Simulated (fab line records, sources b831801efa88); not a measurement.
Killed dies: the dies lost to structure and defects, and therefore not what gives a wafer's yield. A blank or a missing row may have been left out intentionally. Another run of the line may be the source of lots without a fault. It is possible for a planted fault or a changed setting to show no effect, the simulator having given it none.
Chamber matching ; flow sky130 ; SKY_VIA4_CMP_21 on cmp-01: 4 sister chambers
The step polishes, stops on SiO2, t overpolish 25 s, target thk 0 nm. 22 wafers are shown with their chamber, then 11 later ones without.

## WAFERS PAIRED WITH THEIR CHAMBERS
wafer;chamber;motor_current_A (A);time_to_endpoint_s (s);overpolish_run_s (s)
L080.1;3;11.7;131;25.002
L080.3;1;10.8;130;25.008
L080.5;2;12.7;125;24.999
L081.1;2;12.1;127;24.984
L081.4;1;11.5;128;25.005
L081.5;3;12.0;129;24.980
L085.1;2;12.4;119;25.014
L085.4;0;11.5;123;24.988
L085.6;2;12.8;117;24.990
L082.1;1;10.1;130;24.999
L082.5;3;11.2;131;24.976
L082.6;2;12.0;126;25.000
L087.1;2;12.6;120;24.998
L087.2;1;10.3;118;24.994
L087.6;1;10.3;122;24.997
L088.2;0;12.2;127;25.018
L088.5;0;12.7;127;24.991
L088.6;3;11.2;127;24.996
L091.4;0;11.4;127;24.991
L091.5;0;12.2;126;24.990
L091.6;3;11.8;133;24.992
L095.1;3;11.4;125;24.994

SIGNATURES (averages over the wafers above)
reading;chamber 0;chamber 1;chamber 2;chamber 3;scatter within a chamber
motor_current_A;12.000;10.600;12.433;11.550;0.444
time_to_endpoint_s;126.00;125.60;122.33;129.33;3.78
overpolish_run_s;24.99560;25.00060;24.99750;24.99000;0.00995
Rule: for a wafer and a chamber, the distance is found by dividing, reading by reading, the gap between the wafer's reading and the chamber's mean by the reading's scatter, squaring, summing and taking the root. The wafer belongs to the nearest chamber; if the next one is less than 2 further off, it can't be placed. The scatter: take each reading less its chamber's mean, square it, sum over the shown wafers, divide by the number of wafers less the number of chambers, and take the root.

## WAFERS WITHOUT THEIR CHAMBER
wafer;motor_current_A (A);time_to_endpoint_s (s);overpolish_run_s (s)
L095.3;12.1;117;25.009
L095.5;11.6;126;24.992
L094.1;12.8;117;24.994
L094.3;11.3;120;25.007
L094.6;11.7;119;25.001
L096.2;11.5;124;24.988
L096.4;11.8;127;25.006
L096.6;11.5;127;24.998
L097.2;10.5;123;24.997
L097.3;12.5;124;25.014
L097.6;11.7;125;25.010

## EACH ONE'S CHAMBER
wafer;from the rows above;in truth
L095.3;can't be placed: 2 or 0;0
L095.5;can't be placed: 3 or 0 or 2 or 1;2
L094.1;can't be placed: 2 or 0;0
L094.3;can't be placed: 1 or 0 or 2 or 3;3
L094.6;can't be placed: 2 or 0 or 3 or 1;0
L096.2;can't be placed: 3 or 0 or 2 or 1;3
L096.4;can't be placed: 0 or 3 or 2 or 1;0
L096.6;can't be placed: 3 or 0 or 1 or 2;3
L097.2;1;1
L097.3;can't be placed: 2 or 0 or 3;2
L097.6;can't be placed: 0 or 2 or 3 or 1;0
Placed correctly: 1 of 11. These rows do not allow placing 10 (true chamber among the candidates in 10). 0 placed wrongly.
